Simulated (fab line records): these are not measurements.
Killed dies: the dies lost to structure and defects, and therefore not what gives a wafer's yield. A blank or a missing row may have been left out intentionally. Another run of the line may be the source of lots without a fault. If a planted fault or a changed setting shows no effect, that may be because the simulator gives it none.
2 desks, one fault || flow sky130 || each desk has only its own numbers; what lay behind them comes last

AT THE METROLOGY DESK
Lot by lot, what the gauges showed, no matter which tool ran the lot: averages of those sampled wafers that carry a number. The brackets show how far a lot's mean lies from the usual mean; more than 4 standard deviations puts the lot out of limits, marked OUT.
Columns: A = METAL2_ALCU_THK at SKY_METAL2_THK_MEAS_06, usual 250 nm; B = cdNm at SKY_METAL2_CD_MEAS_15, usual 140.4 nm; C = METAL2_OVL at SKY_METAL2_OVL_MEAS_16, usual -2 nm
{"lot": "L378", "first seen here": "day 35 20:41", "A": 257, "B": 143.1, "C": 0}
{"lot": "L381", "first seen here": "day 37 01:50", "A": 254, "B": 139.2, "C": 4}
{"lot": "L388", "first seen here": "day 39 01:24", "A": 253, "B": 141.6, "C": -3}
{"lot": "L387", "first seen here": "day 39 04:39", "A": 253, "B": 138.7, "C": -1}
{"lot": "L389", "first seen here": "day 39 06:28", "A": 250, "B": 142.9, "C": 3}
{"lot": "L398", "first seen here": "day 41 22:20", "A": 251, "B": 140.4, "C": 2}
Finding of this desk: none of the 6 lots has anything out of limits.

TOOL OWNER'S DESK, rieMetal-02
The tool's own readings at SKY_METAL2_ETCH_18 (etches BARC in N2/H2, stops on SiO2, time 45.9 s, target depth 60 nm): means of the sampled wafers that have a number, for each lot that ran on this tool. The brackets show how far a lot's mean lies from the usual mean; more than 4 standard deviations puts the lot out of limits, marked OUT.
Columns: A = biasW at SKY_METAL2_ETCH_18, usual 100.0 W; B = chamberPressureMTorr at SKY_METAL2_ETCH_18, usual 29.999 mTorr; C = drypumpMotorCurrentA at SKY_METAL2_ETCH_18, usual 5.49 A; D = oesProductAu at SKY_METAL2_ETCH_18, usual 0.856 a.u.; E = rfFwdPowerW at SKY_METAL2_ETCH_18, usual 495.5 W; F = runLengthS at SKY_METAL2_ETCH_18, usual 74.4 s; G = throttleValvePct at SKY_METAL2_ETCH_18, usual 13.225 %
{"lot": "L381", "first seen here": "day 38 04:37", "A": 99.8, "B": 30.016, "C": 5.55, "D": 0.859, "E": 496.8, "F": 74.5, "G": 13.225}
{"lot": "L387", "first seen here": "day 40 06:37", "A": "-", "B": 30.016, "C": 5.24, "D": "0.983 (+24) OUT", "E": "-", "F": "68.2 (-11) OUT", "G": 13.238}
{"lot": "L389", "first seen here": "day 40 07:49", "A": "-", "B": 30.014, "C": 5.22, "D": "0.982 (+24) OUT", "E": "-", "F": "68.3 (-11) OUT", "G": 13.230}
Finding of this desk: L387, L389 out of limits; the first was L387 at day 40 06:37, on oesProductAu at SKY_METAL2_ETCH_18. Within limits: L381.

ALL TOGETHER
The tool owner's desk had the chance to raise an alarm at day 40 06:37 on L387, L389.
At the metrology desk, nothing out of limits was observed.
The metrology desk holds a record of L387, L389, inside its limits.
On rieMetal-02, each named lot ran SKY_METAL2_ETCH_18.

WHAT WAS PUT IN BY THE SIMULATOR
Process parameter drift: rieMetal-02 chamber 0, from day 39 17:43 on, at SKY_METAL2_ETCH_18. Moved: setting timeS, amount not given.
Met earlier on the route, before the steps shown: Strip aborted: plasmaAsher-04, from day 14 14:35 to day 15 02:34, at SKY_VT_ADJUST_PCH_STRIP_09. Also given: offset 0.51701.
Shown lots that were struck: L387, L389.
Delay in hours, fault start to first out-of-limits reading, by desk: the tool owner's desk at 13.
